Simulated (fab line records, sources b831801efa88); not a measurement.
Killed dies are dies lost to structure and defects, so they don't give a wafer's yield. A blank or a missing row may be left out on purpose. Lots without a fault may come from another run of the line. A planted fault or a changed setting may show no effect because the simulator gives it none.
Which tool did it? | flow sky130 | 7 lots, 21 wafers sampled, at 2 steps of a route of 708

WHAT THE GAUGES READ, wafer by wafer
SKY_VT_ADJUST_LVTN_OVL_MEAS_18.
lot  | measured     | on         | VT_ADJUST_LVTN_01_OVL (nm)
L437 | day 8 03:57  | overlay-02 | -1.2 -0.5 0.9
L441 | day 8 14:05  | overlay-02 | -3.1 -0.8 -0.9
L443 | day 9 10:46  | overlay-02 | 0.0 1.0 0.7
L446 | day 10 16:36 | overlay-01 | 0.8 1.9 2.3
L450 | day 11 19:26 | overlay-01 | -1.1 -0.5 0.1
L456 | day 13 04:23 | overlay-02 | 179.0 180.3 180.8
L459 | day 13 20:07 | overlay-02 | 0.2 -0.5 0.2

WHICH TOOL RAN EACH LOT (tool, then ch and the chambers of the sampled wafers, then the start)
lot  | SKY_VT_ADJUST_LVTN_EXPOSE_15
L437 | iline_stepper-02 ch 0, day 7 18:29
L441 | iline_stepper-01 ch 0, day 8 03:26
L443 | iline_stepper-02 ch 0, day 9 00:11
L446 | iline_stepper-02 ch 0, day 10 04:38
L450 | iline_stepper-01 ch 0, day 11 07:05
L456 | iline_stepper-01 ch 0, day 12 17:02
L459 | iline_stepper-02 ch 0, day 13 07:11
- SKY_VT_ADJUST_LVTN_EXPOSE_15: exposes mask HVN STD DERIVED, target cd 600 nm.

THE ANSWER, worked out from the rows above alone
Rule: what is usual is taken from the lots themselves. Put in order of their means at a reading, lots are off if they are a third of the lots or fewer, leave a main group of 4 or more, and stand apart from it by a gap of 3 or more times the standard deviation of the main group's means; of several such gaps the widest counts. A main group whose means are all the same, to the digits that the tables above print for the reading, isn't used. A lot without any number at a reading at which 4 lots or more have one is off too. The other lots that the step has rows for count as sound.
Off: L456, at SKY_VT_ADJUST_LVTN_OVL_MEAS_18 (VT_ADJUST_LVTN_01_OVL). The main group: mean -0.0 nm, standard deviation 1.
A tool fits if, at a process step before that reading, it ran every lot that is off, and no sound lot after the first of them. The gauges at SKY_VT_ADJUST_LVTN_OVL_MEAS_18 are tried like those tools. One fits: iline_stepper-01 at SKY_VT_ADJUST_LVTN_EXPOSE_15. Its last sound lot is L450 (day 11 07:05), its first lot that is off L456 (day 12 17:02): a fault that began between those two fits.

WHAT THE SIMULATOR HAD PUT IN
Scanner matching overlay: iline_stepper-01, from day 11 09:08 on, at SKY_VT_ADJUST_LVTN_EXPOSE_15. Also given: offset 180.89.
Lots struck among those shown: L456. The rule above found the same.
